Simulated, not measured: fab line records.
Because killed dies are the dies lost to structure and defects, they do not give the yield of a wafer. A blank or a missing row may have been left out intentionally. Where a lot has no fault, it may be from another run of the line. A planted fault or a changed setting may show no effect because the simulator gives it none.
Which tool was responsible? / flow sky130 / Sampling: 10 lots, 30 wafers, 6 of 708 route steps

## WHAT EACH GAUGE READ, for each wafer
The record holds no reading of a measuring or inspecting step that can be judged against a usual standard deviation.

## TOOL THAT RAN EACH LOT (tool first, then ch and the chambers of the sampled wafers, then the start)
lot=L289; SKY_METAL3_ETCH_17=rie-diel-01 ch 1,2,3, day 38 16:06; SKY_METAL3_METAL_ETCH_18=rie-metal-02 ch 0,1, day 38 16:07; SKY_VIA3_CMP_02=cmp-01 ch 0,2,3, day 38 17:13; SKY_PASSIVATION_ETCH_11=rie-diel-01 ch 0,2,3, day 44 20:14; SKY_PASSIVATION_STRIP_12=plasma-asher-02 ch 0,1, day 44 20:21; SKY_PAD_OPEN_PROBE_99=prober-01, day 45 20:13
lot=L296; SKY_METAL3_ETCH_17=rie-diel-03 ch 0,2,3, day 41 08:27; SKY_METAL3_METAL_ETCH_18=rie-metal-02 ch 1, day 41 08:35; SKY_VIA3_CMP_02=cmp-02 ch 0,1, day 41 09:39; SKY_PASSIVATION_ETCH_11=rie-diel-01 ch 0,1,2, day 47 02:43; SKY_PASSIVATION_STRIP_12=plasma-asher-02 ch 0,1, day 47 02:51; SKY_PAD_OPEN_PROBE_99=prober-01, day 48 00:59
lot=L298; SKY_METAL3_ETCH_17=rie-diel-04 ch 0,1, day 41 10:31; SKY_METAL3_METAL_ETCH_18=rie-metal-03 ch 0,1, day 41 10:32; SKY_VIA3_CMP_02=cmp-02 ch 1,3, day 41 11:37; SKY_PASSIVATION_ETCH_11=rie-diel-01 ch 0,1,3, day 47 06:38; SKY_PASSIVATION_STRIP_12=plasma-asher-03 ch 0,1, day 47 06:45; SKY_PAD_OPEN_PROBE_99=prober-01, day 48 04:41
lot=L299; SKY_METAL3_ETCH_17=rie-diel-01 ch 1,3, day 41 18:36; SKY_METAL3_METAL_ETCH_18=rie-metal-01 ch 0,1, day 41 18:37; SKY_VIA3_CMP_02=cmp-02 ch 1,2, day 41 19:37; SKY_PASSIVATION_ETCH_11=rie-diel-03 ch 0,2, day 47 12:40; SKY_PASSIVATION_STRIP_12=plasma-asher-04 ch 0,1, day 47 12:46; SKY_PAD_OPEN_PROBE_99=prober-02, day 48 10:22
lot=L301; SKY_METAL3_ETCH_17=rie-diel-03 ch 1,2,3, day 42 11:28; SKY_METAL3_METAL_ETCH_18=rie-metal-02 ch 0,1, day 42 11:29; SKY_VIA3_CMP_02=cmp-01 ch 0,3, day 42 12:29; SKY_PASSIVATION_ETCH_11=rie-diel-01 ch 1,2,3, day 48 03:13; SKY_PASSIVATION_STRIP_12=plasma-asher-02 ch 1, day 48 03:19; SKY_PAD_OPEN_PROBE_99=prober-02, day 49 00:14
lot=L302; SKY_METAL3_ETCH_17=rie-diel-04 ch 1,3, day 42 16:02; SKY_METAL3_METAL_ETCH_18=rie-metal-02 ch 0,1, day 42 16:07; SKY_VIA3_CMP_02=cmp-02 ch 0,1,3, day 42 17:14; SKY_PASSIVATION_ETCH_11=rie-diel-03 ch 0,3, day 48 07:25; SKY_PASSIVATION_STRIP_12=plasma-asher-04 ch 0,1, day 48 07:33; SKY_PAD_OPEN_PROBE_99=prober-01, day 49 04:02
lot=L307; SKY_METAL3_ETCH_17=rie-diel-04 ch 0,2, day 43 21:46; SKY_METAL3_METAL_ETCH_18=rie-metal-01 ch 0,1, day 43 21:47; SKY_VIA3_CMP_02=cmp-01 ch 0,2, day 43 22:47; SKY_PASSIVATION_ETCH_11=rie-diel-01 ch 1,2,3, day 49 07:10; SKY_PASSIVATION_STRIP_12=plasma-asher-02 ch 0,1, day 49 07:16; SKY_PAD_OPEN_PROBE_99=prober-02, day 50 01:47
lot=L309; SKY_METAL3_ETCH_17=rie-diel-04 ch 0,1,2, day 44 05:30; SKY_METAL3_METAL_ETCH_18=rie-metal-03 ch 0,1, day 44 05:31; SKY_VIA3_CMP_02=cmp-01 ch 1,3, day 44 06:34; SKY_PASSIVATION_ETCH_11=rie-diel-01 ch 0,2,3, day 49 12:35; SKY_PASSIVATION_STRIP_12=plasma-asher-03 ch 0,1, day 49 12:42; SKY_PAD_OPEN_PROBE_99=prober-02, day 50 07:37
lot=L310; SKY_METAL3_ETCH_17=rie-diel-03 ch 1,2,3, day 44 09:10; SKY_METAL3_METAL_ETCH_18=rie-metal-01 ch 0,1, day 44 09:14; SKY_VIA3_CMP_02=cmp-01 ch 0,3, day 44 10:22; SKY_PASSIVATION_ETCH_11=rie-diel-03 ch 0,1,2, day 49 15:52; SKY_PASSIVATION_STRIP_12=plasma-asher-04 ch 0,1, day 49 15:57; SKY_PAD_OPEN_PROBE_99=prober-01, day 50 10:28
lot=L311; SKY_METAL3_ETCH_17=rie-diel-04 ch 0,3, day 44 16:12; SKY_METAL3_METAL_ETCH_18=rie-metal-01 ch 0,1, day 44 16:17; SKY_VIA3_CMP_02=cmp-01 ch 1,2, day 44 17:13; SKY_PASSIVATION_ETCH_11=rie-diel-03 ch 1,2,3, day 49 20:53; SKY_PASSIVATION_STRIP_12=plasma-asher-04 ch 0,1, day 49 21:02; SKY_PAD_OPEN_PROBE_99=prober-02, day 50 15:14
- SKY_METAL3_ETCH_17: etches SiO2 in C4F8/O2/Ar, stops on TiN, time 3.9 s, target depth 15 nm.
- SKY_METAL3_METAL_ETCH_18: etches the open film in Cl2/BCl3, stops on SiO2, target depth 845 nm, time 183.1 s.
- SKY_VIA3_CMP_02: polishes SiO2.
- SKY_PASSIVATION_ETCH_11: etches the open film in CF4/O2, stops on AlCu, target depth 725 nm, time 161.1 s.
- SKY_PASSIVATION_STRIP_12: strips in O2/N2.
- SKY_PAD_OPEN_PROBE_99

## WHAT THE TOOLS THEMSELVES READ (means of the sampled wafers that have a number; where no wafer has one, the mark that the record gives instead)
SKY_METAL3_ETCH_17. Usual: oes-product-au reads 0.745 a.u. (standard deviation 0.008).
lot=L289; tool=rie-diel-01; oes-product-au (a.u.)=0.737; flag=
lot=L296; tool=rie-diel-03; oes-product-au (a.u.)=0.746; flag=
lot=L298; tool=rie-diel-04; oes-product-au (a.u.)=0.752; flag=
lot=L299; tool=rie-diel-01; oes-product-au (a.u.)=0.744; flag=
lot=L301; tool=rie-diel-03; oes-product-au (a.u.)=0.741; flag=
lot=L302; tool=rie-diel-04; oes-product-au (a.u.)=0.743; flag=
lot=L307; tool=rie-diel-04; oes-product-au (a.u.)=0.748; flag=
lot=L309; tool=rie-diel-04; oes-product-au (a.u.)=0.741; flag=
lot=L310; tool=rie-diel-03; oes-product-au (a.u.)=0.739; flag=
lot=L311; tool=rie-diel-04; oes-product-au (a.u.)=0.744; flag=

SKY_METAL3_METAL_ETCH_18. Usual: drypump-motor-current-A 5.8 A, standard deviation 0.54; he-backside-leak-sccm 3.41 sccm, standard deviation 0.3; oes-product-au 0.865 a.u., standard deviation 0.0068; throttle-valve-pct 22.265 %, standard deviation 0.0084.
lot=L289; tool=rie-metal-02; drypump-motor-current-A (A)=6.0; he-backside-leak-sccm (sccm)=3.36; oes-product-au (a.u.)=0.869; throttle-valve-pct (%)=22.266; flag=
lot=L296; tool=rie-metal-02; drypump-motor-current-A (A)=5.7; he-backside-leak-sccm (sccm)=3.20; oes-product-au (a.u.)=0.866; throttle-valve-pct (%)=22.265; flag=
lot=L298; tool=rie-metal-03; drypump-motor-current-A (A)=5.9; he-backside-leak-sccm (sccm)=3.50; oes-product-au (a.u.)=0.867; throttle-valve-pct (%)=22.271; flag=
lot=L299; tool=rie-metal-01; drypump-motor-current-A (A)=6.2; he-backside-leak-sccm (sccm)=3.35; oes-product-au (a.u.)=0.870; throttle-valve-pct (%)=22.267; flag=
lot=L301; tool=rie-metal-02; drypump-motor-current-A (A)=5.9; he-backside-leak-sccm (sccm)=3.36; oes-product-au (a.u.)=0.867; throttle-valve-pct (%)=22.266; flag=
lot=L302; tool=rie-metal-02; drypump-motor-current-A (A)=6.0; he-backside-leak-sccm (sccm)=3.23; oes-product-au (a.u.)=0.866; throttle-valve-pct (%)=22.263; flag=
lot=L307; tool=rie-metal-01; drypump-motor-current-A (A)=6.2; he-backside-leak-sccm (sccm)=3.35; oes-product-au (a.u.)=0.863; throttle-valve-pct (%)=22.257; flag=
lot=L309; tool=rie-metal-03; drypump-motor-current-A (A)=5.9; he-backside-leak-sccm (sccm)=3.48; oes-product-au (a.u.)=0.861; throttle-valve-pct (%)=22.267; flag=
lot=L310; tool=rie-metal-01; drypump-motor-current-A (A)=6.2; he-backside-leak-sccm (sccm)=3.25; oes-product-au (a.u.)=0.865; throttle-valve-pct (%)=22.263; flag=
lot=L311; tool=rie-metal-01; drypump-motor-current-A (A)=5.8; he-backside-leak-sccm (sccm)=3.47; oes-product-au (a.u.)=0.858; throttle-valve-pct (%)=22.264; flag=

SKY_VIA3_CMP_02. Usual: edge-zone-pressure-frac 1.001, standard deviation 0.0054; motor-current-A 11.7 A, standard deviation 1.2; retaining-ring-pressure-frac 1.000, standard deviation 0.0048.
lot=L289; tool=cmp-01; edge-zone-pressure-frac=1.003; motor-current-A (A)=11.5; retaining-ring-pressure-frac=0.997; flag=
lot=L296; tool=cmp-02; edge-zone-pressure-frac=1.001; motor-current-A (A)=11.2; retaining-ring-pressure-frac=1.003; flag=
lot=L298; tool=cmp-02; edge-zone-pressure-frac=1.000; motor-current-A (A)=12.7; retaining-ring-pressure-frac=1.008; flag=
lot=L299; tool=cmp-02; edge-zone-pressure-frac=0.998; motor-current-A (A)=12.2; retaining-ring-pressure-frac=0.997; flag=
lot=L301; tool=cmp-01; edge-zone-pressure-frac=0.997; motor-current-A (A)=12.0; retaining-ring-pressure-frac=1.000; flag=
lot=L302; tool=cmp-02; edge-zone-pressure-frac=1.002; motor-current-A (A)=11.9; retaining-ring-pressure-frac=0.999; flag=
lot=L307; tool=cmp-01; edge-zone-pressure-frac=0.998; motor-current-A (A)=10.9; retaining-ring-pressure-frac=1.001; flag=
lot=L309; tool=cmp-01; edge-zone-pressure-frac=1.001; motor-current-A (A)=11.1; retaining-ring-pressure-frac=0.993; flag=
lot=L310; tool=cmp-01; edge-zone-pressure-frac=1.006; motor-current-A (A)=12.0; retaining-ring-pressure-frac=1.001; flag=
lot=L311; tool=cmp-01; edge-zone-pressure-frac=1.005; motor-current-A (A)=10.6; retaining-ring-pressure-frac=0.995; flag=

SKY_PASSIVATION_ETCH_11. Usual: drypump-motor-current-A 5.7 A, standard deviation 0.46; oes-product-au 0.974 a.u., standard deviation 0.0073; throttle-valve-pct 5.962 %, standard deviation 0.0096.
lot=L289; tool=rie-diel-01; drypump-motor-current-A (A)=5.9; oes-product-au (a.u.)=0.972; throttle-valve-pct (%)=5.968; flag=
lot=L296; tool=rie-diel-01; drypump-motor-current-A (A)=5.8; oes-product-au (a.u.)=0.974; throttle-valve-pct (%)=5.956; flag=
lot=L298; tool=rie-diel-01; drypump-motor-current-A (A)=5.6; oes-product-au (a.u.)=0.967; throttle-valve-pct (%)=5.956; flag=
lot=L299; tool=rie-diel-03; drypump-motor-current-A (A)=5.8; oes-product-au (a.u.)=0.978; throttle-valve-pct (%)=5.963; flag=
lot=L301; tool=rie-diel-01; drypump-motor-current-A (A)=5.7; oes-product-au (a.u.)=0.973; throttle-valve-pct (%)=5.960; flag=
lot=L302; tool=rie-diel-03; drypump-motor-current-A (A)=5.2; oes-product-au (a.u.)=0.973; throttle-valve-pct (%)=5.964; flag=
lot=L307; tool=rie-diel-01; drypump-motor-current-A (A)=5.7; oes-product-au (a.u.)=0.981; throttle-valve-pct (%)=5.962; flag=
lot=L309; tool=rie-diel-01; drypump-motor-current-A (A)=5.9; oes-product-au (a.u.)=0.966; throttle-valve-pct (%)=5.961; flag=
lot=L310; tool=rie-diel-03; drypump-motor-current-A (A)=5.9; oes-product-au (a.u.)=0.982; throttle-valve-pct (%)=5.968; flag=
lot=L311; tool=rie-diel-03; drypump-motor-current-A (A)=5.8; oes-product-au (a.u.)=0.975; throttle-valve-pct (%)=5.958; flag=

SKY_PASSIVATION_STRIP_12. Usual: drypump-motor-current-A 5.8 A, standard deviation 0.6; oes-product-au 0.661 a.u., standard deviation 0.0044; strip-time-to-endpoint-s 31.20 s, standard deviation 0.16.
lot=L289; tool=plasma-asher-02; drypump-motor-current-A (A)=5.7; oes-product-au (a.u.)=0.659; strip-time-to-endpoint-s (s)=31.19; flag=
lot=L296; tool=plasma-asher-02; drypump-motor-current-A (A)=5.2; oes-product-au (a.u.)=0.661; strip-time-to-endpoint-s (s)=31.12; flag=
lot=L298; tool=plasma-asher-03; drypump-motor-current-A (A)=5.7; oes-product-au (a.u.)=0.657; strip-time-to-endpoint-s (s)=31.37; flag=
lot=L299; tool=plasma-asher-04; drypump-motor-current-A (A)=6.3; oes-product-au (a.u.)=0.661; strip-time-to-endpoint-s (s)=31.15; flag=
lot=L301; tool=plasma-asher-02; drypump-motor-current-A (A)=4.7; oes-product-au (a.u.)=0.664; strip-time-to-endpoint-s (s)=30.98; flag=
lot=L302; tool=plasma-asher-04; drypump-motor-current-A (A)=6.3; oes-product-au (a.u.)=0.661; strip-time-to-endpoint-s (s)=31.32; flag=
lot=L307; tool=plasma-asher-02; drypump-motor-current-A (A)=5.7; oes-product-au (a.u.)=0.660; strip-time-to-endpoint-s (s)=29.47; flag=OFF
lot=L309; tool=plasma-asher-03; drypump-motor-current-A (A)=5.6; oes-product-au (a.u.)=0.659; strip-time-to-endpoint-s (s)=29.33; flag=OFF
lot=L310; tool=plasma-asher-04; drypump-motor-current-A (A)=6.3; oes-product-au (a.u.)=0.664; strip-time-to-endpoint-s (s)=31.25; flag=
lot=L311; tool=plasma-asher-04; drypump-motor-current-A (A)=6.3; oes-product-au (a.u.)=0.659; strip-time-to-endpoint-s (s)=31.12; flag=

SKY_PAD_OPEN_PROBE_99. Usual: defect-limited-yield 82.4 %, standard deviation 2; killed_at_M0_to_M3 43, standard deviation 6.6; killed_at_M4_up 3.0, standard deviation 1.7; killed-at-contacts 24, standard deviation 5.4; killed-at-front-end 16, standard deviation 4.6; killed-at-other 0.3, standard deviation 0.53; killed-dies 87, standard deviation 9.7; killed-on-rim 18, standard deviation 4; killed-open 47, standard deviation 7.3; killed-short 39, standard deviation 6.5; sort_bin_3_pad_short 0.9 %, standard deviation 0.41; sort_bin_5_function 10.4 %, standard deviation 1.4; sort_bin_6_memory 6.3 %, standard deviation 1.2; sort-n-pass 405, standard deviation 9.7; sort-yield-pct 82.4 %, standard deviation 2.
lot=L289; tool=prober-01; defect-limited-yield (%)=83.5; killed_at_M0_to_M3=43; killed_at_M4_up=4.3; killed-at-contacts=19; killed-at-front-end=15; killed-at-other=0.0; killed-dies=81; killed-on-rim=15; killed-open=46; killed-short=35; sort_bin_3_pad_short (%)=0.9; sort_bin_5_function (%)=9.8; sort_bin_6_memory (%)=5.8; sort-n-pass=411; sort-yield-pct (%)=83.5; flag=
lot=L296; tool=prober-01; defect-limited-yield (%)=81.8; killed_at_M0_to_M3=42; killed_at_M4_up=3.7; killed-at-contacts=24; killed-at-front-end=18; killed-at-other=1.3; killed-dies=89; killed-on-rim=19; killed-open=53; killed-short=36; sort_bin_3_pad_short (%)=0.5; sort_bin_5_function (%)=11.5; sort_bin_6_memory (%)=6.2; sort-n-pass=403; sort-yield-pct (%)=81.8; flag=
lot=L298; tool=prober-01; defect-limited-yield (%)=82.1; killed_at_M0_to_M3=43; killed_at_M4_up=2.3; killed-at-contacts=27; killed-at-front-end=15; killed-at-other=0.0; killed-dies=88; killed-on-rim=18; killed-open=42; killed-short=46; sort_bin_3_pad_short (%)=0.9; sort_bin_5_function (%)=11.9; sort_bin_6_memory (%)=5.1; sort-n-pass=404; sort-yield-pct (%)=82.1; flag=
lot=L299; tool=prober-02; defect-limited-yield (%)=81.7; killed_at_M0_to_M3=41; killed_at_M4_up=1.0; killed-at-contacts=27; killed-at-front-end=20; killed-at-other=0.7; killed-dies=90; killed-on-rim=19; killed-open=45; killed-short=44; sort_bin_3_pad_short (%)=1.0; sort_bin_5_function (%)=10.3; sort_bin_6_memory (%)=6.9; sort-n-pass=402; sort-yield-pct (%)=81.7; flag=
lot=L301; tool=prober-02; defect-limited-yield (%)=83.6; killed_at_M0_to_M3=40; killed_at_M4_up=4.3; killed-at-contacts=20; killed-at-front-end=16; killed-at-other=0.0; killed-dies=81; killed-on-rim=17; killed-open=43; killed-short=38; sort_bin_3_pad_short (%)=0.5; sort_bin_5_function (%)=10.2; sort_bin_6_memory (%)=5.7; sort-n-pass=411; sort-yield-pct (%)=83.6; flag=
lot=L302; tool=prober-01; defect-limited-yield (%)=79.7; killed_at_M0_to_M3=48; killed_at_M4_up=2.3; killed-at-contacts=24; killed-at-front-end=25; killed-at-other=0.3; killed-dies=100; killed-on-rim=21; killed-open=57; killed-short=43; sort_bin_3_pad_short (%)=1.2; sort_bin_5_function (%)=12.1; sort_bin_6_memory (%)=6.9; sort-n-pass=392; sort-yield-pct (%)=79.7; flag=
lot=L307; tool=prober-02; defect-limited-yield (%)=80.6; killed_at_M0_to_M3=42; killed_at_M4_up=3.7; killed-at-contacts=33; killed-at-front-end=17; killed-at-other=0.0; killed-dies=96; killed-on-rim=18; killed-open=50; killed-short=46; sort_bin_3_pad_short (%)=1.1; sort_bin_5_function (%)=11.2; sort_bin_6_memory (%)=7.1; sort-n-pass=396; sort-yield-pct (%)=80.6; flag=
lot=L309; tool=prober-02; defect-limited-yield (%)=83.7; killed_at_M0_to_M3=43; killed_at_M4_up=3.0; killed-at-contacts=17; killed-at-front-end=17; killed-at-other=0.0; killed-dies=80; killed-on-rim=16; killed-open=41; killed-short=39; sort_bin_3_pad_short (%)=0.8; sort_bin_5_function (%)=8.7; sort_bin_6_memory (%)=6.8; sort-n-pass=412; sort-yield-pct (%)=83.7; flag=
lot=L310; tool=prober-01; defect-limited-yield (%)=84.6; killed_at_M0_to_M3=41; killed_at_M4_up=4.7; killed-at-contacts=19; killed-at-front-end=12; killed-at-other=0.0; killed-dies=76; killed-on-rim=15; killed-open=40; killed-short=36; sort_bin_3_pad_short (%)=0.7; sort_bin_5_function (%)=9.7; sort_bin_6_memory (%)=5.0; sort-n-pass=416; sort-yield-pct (%)=84.6; flag=
lot=L311; tool=prober-02; defect-limited-yield (%)=84.4; killed_at_M0_to_M3=40; killed_at_M4_up=1.7; killed-at-contacts=19; killed-at-front-end=16; killed-at-other=0.0; killed-dies=77; killed-on-rim=17; killed-open=43; killed-short=34; sort_bin_3_pad_short (%)=0.8; sort_bin_5_function (%)=9.0; sort_bin_6_memory (%)=5.8; sort-n-pass=415; sort-yield-pct (%)=84.4; flag=

## THE ANSWER, worked out from the rows above alone
Rule: take the mean of a lot's wafers that have a number; if it is more than 3 standard deviations from the usual mean, the lot is off. Also off: a lot with no number at a reading for which 4 or more lots have one. Any other lot the step has rows for is counted as sound. Order of review: gauges by route order, followed by the tools' own readings, for which a lot's mean as printed above is used. The first step at which some lot is off is used, and at that step the reading that is off furthest; a lot without a number counts as furthest.
Off: L307, L309, at SKY_PASSIVATION_STRIP_12 (strip-time-to-endpoint-s).
A tool fits if, at that step or a process step before it, it ran every lot that is off, and no sound lot after the first of them. One candidate fits, namely rie-diel-01 at SKY_PASSIVATION_ETCH_11. Its last sound lot is L301 (day 48 03:13), its first lot that is off L307 (day 49 07:10): a fault that began between those two fits.

## WHAT THE SIMULATOR HAD INSERTED
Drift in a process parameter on rie-diel-01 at SKY_PASSIVATION_ETCH_11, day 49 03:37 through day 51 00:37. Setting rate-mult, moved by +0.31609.
Lots struck among those shown: L307, L309. The rule above reached the same finding.
